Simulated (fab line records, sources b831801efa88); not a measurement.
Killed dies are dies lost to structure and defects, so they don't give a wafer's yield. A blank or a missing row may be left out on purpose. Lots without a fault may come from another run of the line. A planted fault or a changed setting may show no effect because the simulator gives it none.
One fault seen from 2 desks | flow sky130 | each desk has only its own numbers; what lay behind them comes last

THE METROLOGY DESK
What the gauges read, lot by lot, whatever tool the lot ran on: means of the sampled wafers that have a number. A lot is out of limits, marked OUT, if its mean lies more than 4 standard deviations from the usual mean; the brackets give that distance.
Columns: A = cd_nm at SKY_METAL1_CD_MEAS_15, usual 139.6 nm
lot  | first seen here | A
L111 | day 34 02:31    | 138.5
L110 | day 34 03:31    | 139.5
L114 | day 34 05:41    | 138.6
L115 | day 34 06:44    | 138.9
L121 | day 36 22:10    | 141.1
L123 | day 36 23:31    | 140.1
L122 | day 37 02:43    | 139.7
L129 | day 39 00:32    | 136.7
L131 | day 39 08:09    | 140.4
L132 | day 39 09:13    | 139.9
L130 | day 39 09:54    | 140.3
L133 | day 39 11:26    | 139.9
This desk's finding: nothing out of limits on any of the 12 lots.

THE TOOL OWNER'S DESK: pvd_sputter-02
The tool's own readings at SKY_METAL2_SPUTTER_02 (material AlCu, target thk 250 nm, time 13.3 s): means of the sampled wafers that have a number, for each lot that ran on this tool. A lot is out of limits, marked OUT, if its mean lies more than 4 standard deviations from the usual mean; the brackets give that distance.
Columns: A = cathode_dc_power_W at SKY_METAL2_SPUTTER_02, usual 10600 W; B = chamber_pressure_pa at SKY_METAL2_SPUTTER_02, usual 0.4001 Pa; C = throttle_valve_pct at SKY_METAL2_SPUTTER_02, usual 30.1 %
lot  | first seen here | A     | B                | C
L111 | day 35 22:11    | 10599 | 0.3997           | 31.1
L115 | day 35 22:53    | 10601 | 0.4003           | 30.7
L121 | day 38 02:22    | 10599 | 0.3873 (-15) OUT | 30.6
L123 | day 38 03:57    | 10602 | 0.3874 (-15) OUT | 30.7
This desk's finding: out of limits on L121, L123; first on L121, day 38 02:22 (chamber_pressure_pa at SKY_METAL2_SPUTTER_02). In limits: L111, L115.

PUT TOGETHER
The tool owner's desk could have raised an alarm at day 38 02:22, on L121, L123.
The metrology desk saw nothing out of limits.
The metrology desk has L121, L123 on record, within its limits.
Of the lots named, all ran SKY_METAL2_SPUTTER_02 on pvd_sputter-02.

WHAT THE SIMULATOR HAD PUT IN
Process parameter drift: pvd_sputter-02, from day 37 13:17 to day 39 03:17, at SKY_METAL2_SPUTTER_02. Setting chamber_pressure_pa, moved by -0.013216, from 0.4. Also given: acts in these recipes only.
Lots struck among those shown: L121, L123.
Hours from the fault's start to each desk's first reading out of limits: the tool owner's desk, 13.
